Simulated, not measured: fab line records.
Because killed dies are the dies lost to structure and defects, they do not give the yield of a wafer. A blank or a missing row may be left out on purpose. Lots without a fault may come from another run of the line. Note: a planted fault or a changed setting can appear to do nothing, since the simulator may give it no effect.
A lot that was struck, set against a sound lot    flow sky130    31 out of 708 route steps
Sound: these wafers, L177.1, L177.2, L177.4. The struck wafers were L192.1, L192.2, L192.6. Last of all comes the cause.
For every step that has rows: the tool of each side, followed by ch and its chambers, followed by its first start. Under that, the readings that differ: sound wafers    struck wafers    difference of the means    sigmas: that difference in standard deviations of wafers without a fault.
alike: same words and numbers on both sides, and readings whose means sit less than 2 such deviations apart. not compared: any withheld reading, any reading some wafer has no value for, any bound like >300 that may hide the same value, and any number with overlapping values for which the record gives no deviation.
A row with sigmas, a row that says differs or no value, or rows on one side alone: a step with any of these is where the two part. Non-overlapping numbers with no deviation appear without sigmas and do not part them. A reading missing from all wafers of one side parts the sides only when that side holds two or more wafers.

SKY_FIELD_ISO_BOW_MEAS_00:
  struck on film metro-01, day 5 09:00; sound on film metro-04, day 2 06:00
  alike: INCOMING_BOW
then, 1 step without rows for these wafers: SKY_FIELD_ISO_OXIDATION_01 (stabilise 600 s, purge 300 s, target thk 12 nm).
SKY_FIELD_ISO_THK_MEAS_02:
  struck on film metro-03, day 5 12:08; sound on film metro-04, day 2 07:38
  alike: FIELD_ISO_OXIDATION_00_THK
SKY_FIELD_ISO_CVD_03: deposits Si3N4 from DCS/NH3, target thk 165 nm, time 2830 s.
  sound on lpcvd-02 ch 0, day 2 07:41; struck on lpcvd-02 ch 0, day 5 12:11
reading                                      sound              struck             difference  sigmas
spike tc centre C (C)                        769.8 768.8 768.7  777.6 777.8 776.8  +8.3        +6
spike tc top C (C)                           787.4 789.5 787.8  802.5 798.4 800.7  +12.3       +4
spike tc upper C (C)                         770.1 769.4 769.0  706.4 706.6 705.0  -63.5       -64
zone power centre pct (%)                    15.9 16.2 16.2     25.9 26.3 26.1     +10.0       +8
zone power top pct (%)                       23.4 24.1 24.3     33.9 33.8 34.7     +10.2       +29
zone power upper pct (%)                     13.48 13.47 13.27  0.01 0.01 0.01     -13.40      -52
model.Si3N4_of_FIELD_ISO_CVD_03.thk nm (nm)  164.7 165.8 165.7  159 152.6 115.9    -23         
  alike: zone power lower pct
SKY_FIELD_ISO_THK_MEAS_04:
  struck on film metro-03, day 5 13:59; sound on film metro-03, day 2 09:29
reading                    sound              struck             difference  sigmas
FIELD_ISO_CVD_03_THK (nm)  164.6 165.8 165.7  159.0 152.5 115.9  -22.9       -13
then, 8 steps without rows for these wafers: SKY_FIELD_ISO_DEHYDRATE_05 (time 60 s); SKY_FIELD_ISO_HMDS_06 (prime time 60 s); SKY_FIELD_ISO_COAT_07 (resist thk 60 nm); SKY_FIELD_ISO_COAT_08 (resist thk 450 nm); SKY_FIELD_ISO_SOFTBAKE_09 (time 90 s); SKY_FIELD_ISO_EXPOSE_10 (exposes mask FOM, target cd 150 nm); SKY_FIELD_ISO_PEB_11; SKY_FIELD_ISO_DEVELOP_12 (develop time 60 s).
SKY_FIELD_ISO_CD_MEAS_13 targets a cd of 150 nm.
  struck on cd sem-02, day 6 07:53; sound on cd sem-02, day 3 00:30
  alike: cd nm
SKY_FIELD_ISO_ETCH_14: etches BARC in N2/H2, stops on SiO2, time 45.9 s, target depth 60 nm.
  sound on rie diel-03 ch 1,2,3, day 3 00:37; struck on rie diel-03 ch 0,2,3, day 6 08:01
  alike: bias w, drypump motor current A, oes product au, throttle valve pct
  not compared: rf hours counter h
SKY_FIELD_ISO_ETCH_15: etches the open film in CHF3/O2, stops on Si, target depth 180 nm, time 72 s.
  sound on rie diel-03 ch 1,2,3, day 3 00:40; struck on rie diel-03 ch 0,2,3, day 6 08:04
reading                   sound              struck             difference  sigmas
oes product au (a.u.)     0.947 0.943 0.947  0.921 0.904 0.784  -0.076      -11
throttle valve pct (%)    8.847 8.835 8.846  8.848 8.837 8.785  -0.019      -2
model.etch.depth nm (nm)  164.7 165.8 165.7  159 152.6 115.9    -23         
  alike: bias w, drypump motor current A
  not compared: rf hours counter h
SKY_FIELD_ISO_STRIP_16: strips in O2/N2.
  sound on plasma asher-04 ch 0,1, day 3 00:43; struck on plasma asher-02 ch 0,1, day 6 08:07
reading                sound              struck             difference  sigmas
oes product au (a.u.)  0.379 0.376 0.375  0.387 0.383 0.389  +0.010      +2
  alike: drypump motor current A, strip time to endpoint s
  not compared: rf hours counter h
SKY_FIELD_ISO_ETCH_17: etches Si in HBr/Cl2/O2, target depth 342 nm, time 97.7 s.
  sound on rie si-01 ch 1,2,3, day 3 00:49; struck on rie si-01 ch 0,1,3, day 6 08:13
  alike: bias w, drypump motor current A, oes product au, throttle valve pct
  not compared: rf hours counter h
then, 5 steps without rows for these wafers: SKY_FIELD_ISO_WET_ETCH_18 (etches Si3N4 in H3PO4, target depth 25 nm, time 286 s); SKY_FIELD_ISO_CLEAN_19 (cleans in SC1/SC2, time 150 s); SKY_FIELD_ISO_CLEAN_20 (cleans in dHF, time 20 s); SKY_FIELD_ISO_WET_ETCH_21 (etches SiO2 in dHF, target depth 20 nm, time 400 s); SKY_FIELD_ISO_OXIDATION_22 (stabilise 600 s, purge 300 s, target thk 10 nm).
SKY_FIELD_ISO_THK_MEAS_23:
  struck on film metro-03, day 6 10:34; sound on film metro-01, day 3 08:42
  alike: FIELD_ISO_OXIDATION_01_THK
then, 1 step without rows for these wafers: SKY_FIELD_ISO_CVD_24 (deposits SiO2, target thk 595 nm, time 99.2 s).
SKY_FIELD_ISO_THK_MEAS_25:
  struck on film metro-01, day 6 10:41; sound on film metro-03, day 3 08:50
  alike: FIELD_ISO_CVD_24_THK
then, 1 step without rows for these wafers: SKY_FIELD_ISO_ANNEAL_26 (time 1800 s).
SKY_FIELD_ISO_CMP_27: polishes, stops on Si3N4, t overpolish 16 s, target thk 457.8 nm.
  sound on cmp-01 ch 1,2,3, day 3 12:01; struck on cmp-01 ch 0,2, day 6 13:08
  alike: motor current A
SKY_FIELD_ISO_WET_ETCH_28: etches SiO2 in dHF, target depth 23.7 nm, time 47 s.
  sound on wet bench-01 ch 1, day 3 12:19; struck on wet bench-02 ch 3, day 6 13:26
reading                                      sound              struck             difference  sigmas
model.Si3N4_of_FIELD_ISO_CVD_03.thk nm (nm)  118.8 120.2 120.2  113.2 106.2 69.99  -23.3       
then, 1 step without rows for these wafers: SKY_FIELD_ISO_WET_ETCH_29 (etches Si3N4 in H3PO4, target depth 160 nm, time 1825 s).
-- the record jumps here: 44 days lie between the struck wafers' starts before and after (it left off in module FIELD_ISO and takes up again in module PAD_OPEN, whose first step shown is number 708 of the route) --
SKY_PAD_OPEN_PROBE_99:
  struck on prober-01, day 50 03:46; sound on prober-02, day 47 06:45
reading                                    sound                 struck                difference  sigmas
model.etest.cap li to poly.c af um2        95.88 97.7 100.2      94.81 95.64 86.42     -5.64       
model.etest.sram nfet pass.off log10 a um  -12.84 -12.67 -12.57  -12.51 -12.24 -11.59  +0.58       
  alike: killed_at_M0_to_M3, killed_at_M4_up, killed at contacts, killed at front end, killed at other, killed dies, killed open, killed short
  not compared: model.etest.pfet_16v.r on ohm um, model.etest.cap poly to well.c af um2, model.etest.field p.vt v, model.etest.sram nfet pass.vt v, model.etest.sram nfet pass.vt sat v

== WHERE THEY PART ==
At SKY_FIELD_ISO_CVD_03 first; at SKY_FIELD_ISO_STRIP_16 last (within this record only). Later steps at which nothing parts them and some readings are alike: SKY_FIELD_ISO_ETCH_17, SKY_FIELD_ISO_THK_MEAS_23, SKY_FIELD_ISO_THK_MEAS_25, SKY_FIELD_ISO_CMP_27, SKY_PAD_OPEN_PROBE_99.

WHY: the cause the simulator had injected
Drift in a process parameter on lpcvd-02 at SKY_FIELD_ISO_CVD_03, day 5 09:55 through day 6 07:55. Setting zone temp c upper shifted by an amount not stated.
